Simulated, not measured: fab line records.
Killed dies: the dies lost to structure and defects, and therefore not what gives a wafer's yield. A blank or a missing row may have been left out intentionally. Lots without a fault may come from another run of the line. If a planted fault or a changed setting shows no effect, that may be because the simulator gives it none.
8D (eight disciplines) problem report, filled in by code -- flow sky130 -- the parts of the form that need people (team, actions taken, sign-off) are left out

1. THE ISSUE
run-length-s at SKY_FIELD_ISO_WET_ETCH_28 reads a mean of 44 s on 6 wafers of 2 lots; wafers without a fault read 75 s with a standard deviation of 3.1. That is -10 standard deviations from the usual mean.
The step: etches SiO2 in dHF, target depth 23.7 nm, time 47 s.
First seen on wafer L982.3, day 5 20:59, on wet-bench-02. Wafers with a number at this step in the record: 36, from 12 lots. Rule for "out", or "out of limits": more than 4 standard deviations from the usual mean. The rest of the wafers with a number are treated as sound.

2. WHAT IT IS, WHAT IT ISN'T
question,is,is not
which readings at this step,run-length-s,-
which lots,"L982, L983","L967, L968, L969, L970, L971, L973, L974, L987, L988, L990"
which wafers of those lots,all that have a number,-
read on which tools,wet-bench-02,"wet-bench-01, wet-bench-03"
when,from day 5 20:59,"up to then (21 sound wafers); but 9 sound wafers of L987, L988, L990 came after"

3. THE SUSPECTS, EACH WITH WHAT RULES IT OUT
Counting: a tool at any process step up to the reading remains a suspect when it ran all the lots that are out and ran no sound lot after the first of those.
- rie-diel-04 at SKY_FIELD_ISO_ETCH_14 (etches BARC in N2/H2, stops on SiO2, time 45.9 s, target depth 60 nm): ruled out as a lasting fault. Sound lots L987, L988 ran on it after its first lot that is out, L982 (day 5 11:29).
- wet-bench-02 at SKY_FIELD_ISO_WET_ETCH_28 (etches SiO2 in dHF, target depth 23.7 nm, time 47 s): kept. It ran every lot that is out, first L982 (day 5 20:59), and no sound lot after that; its last sound lot up to then is L973 (day 3 17:03). Out on those wafers are its own readings of run-length-s.
Left after counting: wet-bench-02 at SKY_FIELD_ISO_WET_ETCH_28.

4. THE CAUSE (what the simulator had put in)
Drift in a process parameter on wet-bench-02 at SKY_FIELD_ISO_WET_ETCH_28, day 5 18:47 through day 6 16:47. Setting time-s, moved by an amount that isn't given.
This tool alone remained once counting was done.

5. THE EFFECT CHAIN, in route order
One row per reading whose mean, taken over the struck wafers that have a number, lies over 3 standard deviations from the usual. Only readings whose record carries a usual standard deviation are examined. hours: median over the lots of the time between each lot's start at the first step of this table that gives one and its start at this step. sigmas: the change, counted in usual standard deviations.
hours,step,reading,usual,on struck wafers,change,sigmas
0,SKY_FIELD_ISO_WET_ETCH_28,run-length-s,75 s,44,-32,-10
Here are the process steps it includes:
- SKY_FIELD_ISO_WET_ETCH_28: etches SiO2 in dHF, target depth 23.7 nm, time 47 s.

6. HOW IT WOULD HAVE BEEN CAUGHT EARLIER
In this record no reading fell out of limits until day 5 20:59, 2 hours after the fault had begun at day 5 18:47.
